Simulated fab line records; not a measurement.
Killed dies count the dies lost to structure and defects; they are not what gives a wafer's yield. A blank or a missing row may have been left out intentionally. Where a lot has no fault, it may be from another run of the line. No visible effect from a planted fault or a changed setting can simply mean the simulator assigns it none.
fab line records ; flow sky130
record lots=6; wafers=18; last-day=50
route steps=708 shown CONTACT@417 PAD_OPEN@708
lots with no fault: from the same line, run without faults
start-h: start of the lot's first displayed wafer, in hours after the record's first day ; wait-h: hours from the lot's prior step to this one ; " unchanged from the row above ; L1.1+2: a single row standing in for several wafers ; - no value present, or no start provided ; * or withheld: withheld ; < > ~ a bound
route shown NAME@n: names a module that has steps shown in the file, with the first one's number in the route ; usual: mean/standard deviation of fault-free wafers ; same: alike in all rows ; chamber/n: place in a boat ; sites: each site's reading ; _std_site: standard deviation of those values ; _edge_site: inner sites' mean taken away from outer sites' mean ; radius-mm: for every site, how far away it sits from the centre of the wafer ; mask NAME#n: copy n ; behind: the tool/chamber that last shaped the wafer ; hold: the reason the lot was held/the length of the hold in hours/how it ended ; device: transistor that didn't switch, given as n, p or np ; end of line: the tests these same wafers got at the end of their route ; a step given without rows: its recipe and nothing more ; killed: dies that structure and defects cost at the first sort, which is not the same as the wafer's yield ; map: a wafer's dies, x killed, . not, _ none there
set.NAME: the setting that was run; set.NAME@STEP: the one run at that earlier step ; model.NAME: the simulator's own value behind a step, which no gauge read
lots at selected steps of the route; one table per step, one row per wafer
services: the hour from which a tool's chamber was out of use, counted from the record's first day as start-h (under 0 if before that day), plus the number of hours and why
## steps
# step SKY_CONTACT_EXPOSE_11
# recipe mask-id=CTM1; na=0.8; source-shape=annular; sigma-inner=0.55; sigma-outer=0.85; target-cd-nm=170; dose-mj=38
# step SKY_CONTACT_PEB_12
# recipe peb-temp-c=withheld; peb-time-s=withheld; resist=KrF-thick
# step SKY_CONTACT_DEVELOP_13
# recipe develop-time-s=60; resist=KrF-thick; dev-temp-c=21
# step SKY_CONTACT_CD_MEAS_14
# recipe target-cd-nm=170
# usual cd-nm=170.3/1.4
lot.wafer;tool;chamber;start-h;wait-h;cd-nm
L668.1;cd-sem-01;-;790.81;-;171.2
L668.4;cd-sem-01;-;790.81;-;171.1
L668.6;cd-sem-01;-;790.81;-;172.4
L671.4;cd-sem-01;-;820.51;-;169.0
L671.5;cd-sem-01;-;820.51;-;169.0
L671.6;cd-sem-01;-;820.51;-;169.2
L676.1;cd-sem-02;-;852.36;-;171.9
L676.4;cd-sem-02;-;852.36;-;171.5
L676.6;cd-sem-02;-;852.36;-;170.7
L680.3;cd-sem-02;-;888.35;-;171.5
L680.4;cd-sem-02;-;888.35;-;172.9
L680.6;cd-sem-02;-;888.35;-;170.9
L681.4;cd-sem-02;-;900.35;-;169.8
L681.5;cd-sem-02;-;900.35;-;170.4
L681.6;cd-sem-02;-;900.35;-;168.9
L683.1;cd-sem-01;-;907.60;-;170.4
L683.4;cd-sem-01;-;907.60;-;171.0
L683.5;cd-sem-01;-;907.60;-;170.3
# step SKY_CONTACT_OVL_MEAS_15
# usual CONTACT_OVL=-2/5.6
lot.wafer;tool;chamber;start-h;wait-h;CONTACT_OVL[nm]
L668.1;overlay-02;-;790.93;0.1;-2
L668.4;overlay-02;-;790.93;0.1;-7
L668.6;overlay-02;-;790.93;0.1;2
L671.4;overlay-01;-;820.59;0.1;4
L671.5;overlay-01;-;820.59;0.1;-3
L671.6;overlay-01;-;820.59;0.1;10
L676.1;overlay-02;-;852.48;0.1;-5
L676.4;overlay-02;-;852.48;0.1;-3
L676.6;overlay-02;-;852.48;0.1;2
L680.3;overlay-02;-;888.44;0.1;-1
L680.4;overlay-02;-;888.44;0.1;-1
L680.6;overlay-02;-;888.44;0.1;-1
L681.4;overlay-01;-;900.43;0.1;-4
L681.5;overlay-01;-;900.43;0.1;-12
L681.6;overlay-01;-;900.43;0.1;-4
L683.1;overlay-02;-;907.72;0.1;-10
L683.4;overlay-02;-;907.72;0.1;-11
L683.5;overlay-02;-;907.72;0.1;-6
# step SKY_CONTACT_ETCH_16
# recipe chemistry=N2/H2; target=BARC; ion-energy-ev=200; source-w=500; bias-w=100; pressure-mtorr=30; n2-flow-sccm=100; h2-flow-sccm=200; stop-on=SiO2; time-s=45.9; target-depth-a=600
# usual drypump-motor-current-A=5.6/0.41; oes-product-au=0.855/0.0045; throttle-valve-pct=13.225/0.0096
lot.wafer;tool;chamber;start-h;wait-h;drypump-motor-current-A;oes-product-au;rf-hours-counter-h;throttle-valve-pct
L668.1;rie-diel-04;3;790.97;0.0;5.3;0.854;1;13.228
L668.4;rie-diel-04;2;790.97;0.0;5.7;0.854;9;13.218
L668.6;rie-diel-04;0;790.97;0.0;5.9;0.858;-;13.217
L671.4;rie-diel-04;2;820.61;0.0;5.7;0.848;10;13.240
L671.5;rie-diel-04;1;820.61;0.0;5.6;0.855;-;13.213
L671.6;rie-diel-04;2;820.61;0.0;5.7;0.853;-;13.220
L676.1;rie-diel-01;0;852.52;0.0;5.8;0.854;16;13.203
L676.4;rie-diel-01;3;852.52;0.0;6.3;0.855;21;13.231
L676.6;rie-diel-01;0;852.52;0.0;5.8;0.844;-;13.250
L680.3;rie-diel-02;1;888.47;0.0;6.5;0.849;17;13.219
L680.4;rie-diel-02;3;888.47;0.0;4.8;0.857;20;13.222
L680.6;rie-diel-02;0;888.47;0.0;5.0;0.849;-;13.220
L681.4;rie-diel-01;3;900.45;0.0;6.3;0.862;22;13.229
L681.5;rie-diel-01;2;900.45;0.0;5.3;0.860;-;13.222
L681.6;rie-diel-01;3;900.45;0.0;6.3;0.855;-;13.227
L683.1;rie-diel-04;3;907.76;0.0;5.3;0.860;5;13.221
L683.4;rie-diel-04;2;907.76;0.0;5.7;0.859;12;13.219
L683.5;rie-diel-04;0;907.76;0.0;5.9;0.861;-;13.228
# step SKY_CONTACT_ETCH_17
# recipe target=SiO2; chemistry=C4F8/O2/Ar; stop-on=Si3N4; mask-material=KrF-thick; source-w=1500; bias-w=1200; pressure-mtorr=40; c4f8-flow-sccm=withheld; O2_flow_sccm=6; Ar_flow_sccm=300; time-s=withheld; target-depth-a=3400
# usual oes-product-au=0.891/0.005
lot.wafer;tool;chamber;start-h;wait-h;oes-product-au
L668.1;rie-diel-04;3;791.01;0.0;0.890
L668.4;rie-diel-04;2;791.01;0.0;0.896
L668.6;rie-diel-04;0;791.01;0.0;0.891
L671.4;rie-diel-04;2;820.65;0.0;0.886
L671.5;rie-diel-04;1;820.65;0.0;0.885
L671.6;rie-diel-04;2;820.65;0.0;0.902
L676.1;rie-diel-01;0;852.56;0.0;0.888
L676.4;rie-diel-01;3;852.56;0.0;0.895
L676.6;rie-diel-01;0;852.56;0.0;0.888
L680.3;rie-diel-02;1;888.51;0.0;0.889
L680.4;rie-diel-02;3;888.51;0.0;0.893
L680.6;rie-diel-02;0;888.51;0.0;0.885
L681.4;rie-diel-01;3;900.49;0.0;0.886
L681.5;rie-diel-01;2;900.49;0.0;0.900
L681.6;rie-diel-01;3;900.49;0.0;0.891
L683.1;rie-diel-04;3;907.80;0.0;0.886
L683.4;rie-diel-04;2;907.80;0.0;0.886
L683.5;rie-diel-04;0;907.80;0.0;0.894
# step SKY_CONTACT_ETCH_18
# recipe target=Si3N4; chemistry=CHF3/O2; stop-on=TiN; source-w=600; bias-w=200; pressure-mtorr=40; chf3-flow-sccm=50; O2_flow_sccm=5; time-s=39; target-depth-a=750
# usual drypump-motor-current-A=5.6/0.41; oes-product-au=0.855/0.0079; throttle-valve-pct=8.793/0.0091
lot.wafer;tool;chamber;start-h;wait-h;drypump-motor-current-A;oes-product-au;rf-hours-counter-h;throttle-valve-pct
L668.1;rie-diel-04;3;-;-;5.3;0.855;1;8.795
L668.4;rie-diel-04;2;-;-;5.7;0.868;9;8.793
L668.6;rie-diel-04;0;-;-;5.9;0.859;-;8.811
L671.4;rie-diel-04;2;-;-;5.7;0.868;10;8.784
L671.5;rie-diel-04;1;-;-;5.6;0.863;-;8.789
L671.6;rie-diel-04;2;-;-;5.7;0.858;-;8.800
L676.1;rie-diel-01;0;-;-;5.8;0.847;17;8.801
L676.4;rie-diel-01;3;-;-;6.3;0.861;21;8.817
L676.6;rie-diel-01;0;-;-;5.8;0.853;-;8.795
L680.3;rie-diel-02;1;-;-;6.5;0.860;17;8.793
L680.4;rie-diel-02;3;-;-;4.8;0.858;20;8.801
L680.6;rie-diel-02;0;-;-;4.9;0.851;-;8.797
L681.4;rie-diel-01;3;-;-;6.3;0.860;22;8.786
L681.5;rie-diel-01;2;-;-;5.3;0.849;-;8.792
L681.6;rie-diel-01;3;-;-;6.3;0.842;-;8.787
L683.1;rie-diel-04;3;-;-;5.3;0.848;5;8.796
L683.4;rie-diel-04;2;-;-;5.7;0.844;12;8.793
L683.5;rie-diel-04;0;-;-;5.8;0.855;-;8.795
# step SKY_CONTACT_STRIP_19
# recipe chemistry=O2/N2; power-w=1400; pressure-mtorr=1500; platen-temp-c=withheld; o2-flow-sccm=3000; n2-flow-sccm=300; overash-fraction=0.5
# usual drypump-motor-current-A=5.81/0.24; oes-product-au=0.381/0.0043; strip-time-to-endpoint-s=3.62/0.038
lot.wafer;tool;chamber;start-h;wait-h;drypump-motor-current-A;oes-product-au;rf-hours-counter-h;strip-time-to-endpoint-s
L668.1;plasma-asher-03;0;791.10;-;5.64;0.389;101;3.62
L668.4;plasma-asher-03;1;791.10;-;6.24;0.381;-;3.64
L668.6;plasma-asher-03;1;791.10;-;6.24;0.378;-;3.66
L671.4;plasma-asher-03;1;820.77;-;6.25;0.385;-;3.64
L671.5;plasma-asher-03;1;820.77;-;6.26;0.386;-;3.62
L671.6;plasma-asher-03;0;820.77;-;5.59;0.383;-;3.64
L676.1;plasma-asher-01;0;852.65;-;5.57;0.384;39;3.62
L676.4;plasma-asher-01;0;852.65;-;5.61;0.382;-;3.57
L676.6;plasma-asher-01;0;852.65;-;5.60;0.389;-;3.62
L680.3;plasma-asher-01;1;888.63;-;5.75;0.394;-;3.66
L680.4;plasma-asher-01;0;888.63;-;5.61;0.383;-;3.62
L680.6;plasma-asher-01;0;888.63;-;5.64;0.383;-;3.66
L681.4;plasma-asher-01;0;900.62;-;5.62;0.377;-;3.54
L681.5;plasma-asher-01;0;900.62;-;5.72;0.376;-;3.57
L681.6;plasma-asher-01;1;900.62;-;5.70;0.381;-;3.52
L683.1;plasma-asher-01;1;907.89;-;5.72;0.385;44;3.61
L683.4;plasma-asher-01;0;907.89;-;5.60;0.377;-;3.62
L683.5;plasma-asher-01;0;907.89;-;5.63;0.381;-;3.69
# step SKY_CONTACT_STRIP_20
# recipe chemistry=post-etch-residue-remover; time-s=1200; temp-c=72.5
# step SKY_CONTACT_CLEAN_21
# recipe chemistry=IPA; time-s=180; temp-c=25
# step SKY_CONTACT_CLEAN_22
# recipe chemistry=O3/DIW; dry=n2-spin
# step SKY_CONTACT_SPUTTER_23
# recipe material=TiN; target-thk-nm=20; chamber-pressure-pa=5; power-w=4000; time-s=80
# usual throttle-valve-pct=29.8/0.52
lot.wafer;tool;chamber;start-h;wait-h;throttle-valve-pct;model.TiN_of_CONTACT_SPUTTER_23.thk-nm
L668.1;pvd-sputter-02;-;791.69;0.0;28.9;20.09
L668.4;pvd-sputter-02;-;791.69;0.0;29.3;20.13
L668.6;pvd-sputter-02;-;791.69;0.0;29.0;19.96
L671.4;pvd-sputter-01;-;821.33;0.0;29.6;19.97
L671.5;pvd-sputter-01;-;821.33;0.0;28.9;20.13
L671.6;pvd-sputter-01;-;821.33;0.0;29.9;20.14
L676.1;pvd-sputter-02;-;853.25;0.0;29.1;31.9
L676.4;pvd-sputter-02;-;853.25;0.0;30.5;32.14
L676.6;pvd-sputter-02;-;853.25;0.0;29.1;31.73
L680.3;pvd-sputter-02;-;889.19;0.0;29.2;32.02
L680.4;pvd-sputter-02;-;889.19;0.0;30.8;31.95
L680.6;pvd-sputter-02;-;889.19;0.0;29.1;32.1
L681.4;pvd-sputter-01;-;901.22;0.0;30.1;20.5
L681.5;pvd-sputter-01;-;901.22;0.0;29.9;20.27
L681.6;pvd-sputter-01;-;901.22;0.0;29.2;20.12
L683.1;pvd-sputter-04;-;908.48;0.0;30.0;20.08
L683.4;pvd-sputter-04;-;908.48;0.0;29.7;20.42
L683.5;pvd-sputter-04;-;908.48;0.0;29.8;20.44
# step SKY_CONTACT_CVD_24
# recipe material=W; target-thk-nm=340; time-s=102.12; temp-c=400; pressure-torr=40
# usual heater-power-w=880/96
lot.wafer;tool;chamber;start-h;wait-h;heater-power-w
L668.1;cvd-w-01;1;791.75;0.0;990
L668.4;cvd-w-01;1;791.75;0.0;1002
L668.6;cvd-w-01;0;791.75;0.0;806
L671.4;cvd-w-01;1;821.43;0.1;1009
L671.5;cvd-w-01;1;821.43;0.1;994
L671.6;cvd-w-01;0;821.43;0.1;833
L676.1;cvd-w-01;0;853.31;0.0;833
L676.4;cvd-w-01;0;853.31;0.0;844
L676.6;cvd-w-01;0;853.31;0.0;829
L680.3;cvd-w-01;1;889.29;0.1;1025
L680.4;cvd-w-01;0;889.29;0.1;840
L680.6;cvd-w-01;1;889.29;0.1;999
L681.4;cvd-w-02;1;901.31;0.1;728
L681.5;cvd-w-02;0;901.31;0.1;940
L681.6;cvd-w-02;1;901.31;0.1;742
L683.1;cvd-w-02;1;908.55;0.0;745
L683.4;cvd-w-02;0;908.55;0.0;913
L683.5;cvd-w-02;1;908.55;0.0;739
# step SKY_PAD_OPEN_PROBE_99
# usual killed_at_M0_to_M3=43/7.7; killed_at_M4_up=2.9/1.9; killed-at-contacts=24/5.9; killed-at-front-end=16/5.1; killed-at-other=0.3/0.63; killed-dies=86/10; killed-open=47/7.6; killed-short=39/6.8
# same gross-dies=492; killed-at-back-side=0
lot.wafer;tool;chamber;start-h;wait-h;killed_at_M0_to_M3;killed_at_M4_up;killed-at-contacts;killed-at-front-end;killed-at-other;killed-dies;killed-open;killed-short
L668.1;prober-01;-;1119.10;0.1;50;2;26;9;0;87;50;37
L668.4;prober-01;-;1119.25;0.2;30;3;25;16;0;74;38;36
L668.6;prober-01;-;1119.35;0.2;49;3;20;25;0;97;53;44
L671.4;prober-02;-;1142.18;0.2;47;3;25;8;1;84;51;33
L671.5;prober-02;-;1142.23;0.2;47;2;27;16;1;93;58;35
L671.6;prober-02;-;1142.28;0.2;50;3;29;11;0;93;59;34
L676.1;prober-01;-;1161.89;0.1;46;5;23;12;1;87;44;43
L676.4;prober-01;-;1162.04;0.2;37;3;23;12;0;75;47;28
L676.6;prober-01;-;1162.14;0.2;47;5;21;13;0;86;45;41
L680.3;prober-01;-;1184.01;0.2;42;4;25;21;1;93;50;43
L680.4;prober-01;-;1184.06;0.2;56;4;18;20;0;98;46;52
L680.6;prober-01;-;1184.16;0.2;48;4;19;17;0;88;42;46
L681.4;prober-02;-;1194.45;0.2;39;6;19;18;0;82;38;44
L681.5;prober-02;-;1194.50;0.2;34;3;24;21;0;82;45;37
L681.6;prober-02;-;1194.55;0.2;37;1;19;12;0;69;41;28
L683.1;prober-01;-;1198.57;0.1;37;1;30;18;1;87;42;43
L683.4;prober-01;-;1198.72;0.2;39;6;27;21;0;93;44;48
L683.5;prober-01;-;1198.77;0.2;46;3;25;10;0;84;52;31
# killed by level:class
L668.1 VIA1:geometric-particle:open=14 CONTACT:geometric-particle:open=8 LI_CONTACT:geometric-particle:open=6 LOCAL_INTERCONNECT:geometric-particle:short=6 METAL1:geometric-particle:short=6 VIA1:geometric-particle:short=6 VIA2:geometric-particle:open=6 METAL2:geometric-particle:short=5
L668.4 CONTACT:geometric-particle:open=10 METAL1:geometric-particle:short=6 VIA3:geometric-particle:open=6 VIA1:geometric-particle:open=5 LI_CONTACT:geometric-particle:short=5 FIELD_ISO:geometric-particle:short=4 LI_CONTACT:geometric-particle:open=4 LOCAL_INTERCONNECT:geometric-particle:short=4
L668.6 VIA3:geometric-particle:open=11 METAL2:geometric-particle:short=9 FIELD_ISO:geometric-particle:open=8 LI_CONTACT:geometric-particle:open=8 CONTACT:geometric-particle:open=8 VIA1:geometric-particle:open=6 METAL1:geometric-particle:short=5 VIA2:geometric-particle:open=5
L671.4 VIA1:geometric-particle:open=17 CONTACT:geometric-particle:open=10 METAL2:geometric-particle:short=9 LI_CONTACT:geometric-particle:open=6 VIA3:geometric-particle:open=6 LI_CONTACT:geometric-particle:short=5 METAL1:geometric-particle:short=4 CONTACT:geometric-particle:short=4
L671.5 VIA1:geometric-particle:open=16 CONTACT:geometric-particle:open=11 VIA2:geometric-particle:open=8 METAL1:geometric-particle:short=7 FIELD_ISO:geometric-particle:open=6 POLY_GATE:geometric-particle:open=6 CONTACT:geometric-particle:short=6 LI_CONTACT:geometric-particle:open=5
L671.6 VIA1:geometric-particle:open=15 CONTACT:geometric-particle:open=13 VIA2:geometric-particle:open=10 VIA1:geometric-particle:short=7 POLY_GATE:geometric-particle:open=6 LI_CONTACT:geometric-particle:open=5 VIA3:geometric-particle:short=5 CONTACT:geometric-particle:short=5
L676.1 VIA1:geometric-particle:open=9 VIA3:geometric-particle:open=9 LI_CONTACT:geometric-particle:open=8 METAL1:geometric-particle:short=8 CONTACT:geometric-particle:open=7 LI_CONTACT:geometric-particle:short=4 VIA1:geometric-particle:short=4 VIA2:geometric-particle:open=4
L676.4 CONTACT:geometric-particle:open=12 VIA2:geometric-particle:open=9 LI_CONTACT:geometric-particle:open=6 VIA1:geometric-particle:open=6 VIA3:geometric-particle:open=6 POLY_GATE:geometric-particle:short=4 METAL1:geometric-particle:short=4 CONTACT:geometric-particle:short=3
L676.6 LI_CONTACT:geometric-particle:open=7 METAL1:geometric-particle:short=7 VIA1:geometric-particle:open=7 METAL2:geometric-particle:short=7 VIA2:geometric-particle:open=6 FIELD_ISO:geometric-particle:open=5 VIA3:geometric-particle:open=5 CONTACT:geometric-particle:open=5
L680.3 VIA2:geometric-particle:open=9 VIA1:geometric-particle:open=8 LI_CONTACT:geometric-particle:open=7 CONTACT:geometric-particle:open=7 POLY_GATE:geometric-particle:short=6 LOCAL_INTERCONNECT:geometric-particle:short=6 METAL1:geometric-particle:short=6 METAL2:geometric-particle:short=5
L680.4 VIA1:geometric-particle:open=19 VIA1:geometric-particle:short=10 POLY_GATE:geometric-particle:short=6 LOCAL_INTERCONNECT:geometric-particle:short=6 CONTACT:geometric-particle:open=6 METAL1:geometric-particle:short=6 VIA3:geometric-particle:open=6 METAL2:geometric-particle:short=6
L680.6 VIA1:geometric-particle:open=10 METAL2:geometric-particle:short=9 VIA2:geometric-particle:open=7 LOCAL_INTERCONNECT:geometric-particle:short=5 VIA1:geometric-particle:short=5 VIA3:geometric-particle:open=5 FIELD_ISO:geometric-particle:short=4 METAL1:geometric-particle:short=4
L681.4 VIA1:geometric-particle:open=10 METAL2:geometric-particle:short=7 FIELD_ISO:geometric-particle:short=6 VIA3:geometric-particle:open=5 CONTACT:geometric-particle:open=5 METAL4:geometric-particle:short=5 FIELD_ISO:geometric-particle:open=4 POLY_GATE:geometric-particle:short=4
L681.5 CONTACT:geometric-particle:open=6 LOCAL_INTERCONNECT:geometric-particle:short=6 METAL2:geometric-particle:short=6 VIA2:geometric-particle:open=6 FIELD_ISO:geometric-particle:open=5 VIA1:geometric-particle:open=5 FIELD_ISO:geometric-particle:short=4 LI_CONTACT:geometric-particle:open=4
L681.6 CONTACT:geometric-particle:open=8 VIA2:geometric-particle:open=8 VIA1:geometric-particle:open=6 LI_CONTACT:geometric-particle:open=4 METAL2:geometric-particle:short=4 VIA3:geometric-particle:open=4 SPACER:geometric-particle:short=3 LOCAL_INTERCONNECT:geometric-particle:short=3
L683.1 VIA1:geometric-particle:open=11 LI_CONTACT:geometric-particle:open=8 CONTACT:geometric-particle:short=6 LI_CONTACT:geometric-particle:short=6 LOCAL_INTERCONNECT:geometric-particle:short=5 CONTACT:geometric-particle:open=5 METAL1:geometric-particle:short=5 FIELD_ISO:geometric-particle:open=4
L683.4 VIA1:geometric-particle:open=10 CONTACT:geometric-particle:open=10 VIA1:geometric-particle:short=8 FIELD_ISO:geometric-particle:open=6 METAL2:geometric-particle:short=6 LI_CONTACT:geometric-particle:open=5 CONTACT:geometric-particle:short=5 FIELD_ISO:geometric-particle:short=4
L683.5 CONTACT:geometric-particle:open=13 VIA1:geometric-particle:open=11 LI_CONTACT:geometric-particle:open=7 METAL1:geometric-particle:short=6 VIA3:geometric-particle:open=6 POLY_GATE:geometric-particle:open=5 VIA2:geometric-particle:open=5 VIA2:geometric-particle:short=4
## services
tool;chamber;start-h;hours;kind
rie-diel-02;3;772.99;6.3;repair
rie-diel-01;1;788.40;24.3;repair
plasma-asher-01;-;797.23;1.4;repair
rie-diel-02;-;827.03;2.8;pm
pvd-sputter-01;3;832.59;-;consumable-replace:kit
pvd-sputter-01;3;832.59;18.0;scheduled-down
pvd-sputter-01;3;832.59;18.0;vent-cycle
rie-diel-01;-;834.33;14.6;pm
rie-diel-02;1;852.92;15.3;repair
pvd-sputter-02;0;854.98;-;consumable-replace:kit
pvd-sputter-02;0;854.98;18.0;scheduled-down
pvd-sputter-02;0;854.98;18.0;vent-cycle
plasma-asher-01;-;868.92;4.0;repair
pvd-sputter-01;-;871.75;0.5;repair
plasma-asher-01;-;873.64;1.2;repair
rie-diel-01;2;884.37;3.4;repair
plasma-asher-01;-;901.61;2.8;pm
cvd-w-01;-;904.00;14.0;pm
cvd-w-01;0;904.00;14.0;vent-cycle
cvd-w-01;1;904.00;14.0;vent-cycle
pvd-sputter-02;-;904.63;8.7;repair
## key
first-sign none at tools or gauges
model-effect step=SKY_CONTACT_SPUTTER_23; value=TiN_of_CONTACT_SPUTTER_23.thk-nm; without=19.97; struck=31.97
met-at SKY_CONTACT_SPUTTER_23
struck-wafers L676.1,L676.4,L676.6,L680.3,L680.4,L680.6
tester-left-out L676,L680
onset-between 791.69 853.25
fault kind=process-parameter-drift; tool=pvd-sputter-02; chamber=-; onset-h=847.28; steps=SKY_CONTACT_SPUTTER_23; channel=target-thk-nm; offset=12.005; shape=step; end-h=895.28; acts-in=these-recipes-only; stated=20
# tester-left-out: of these lots the tester's yield and bins aren't shown, on N5 and GAA mostly nor the transistor test; their killed dies are dies lost to structure and defects alone, not to doping, threshold or leakage, so they don't give the yield
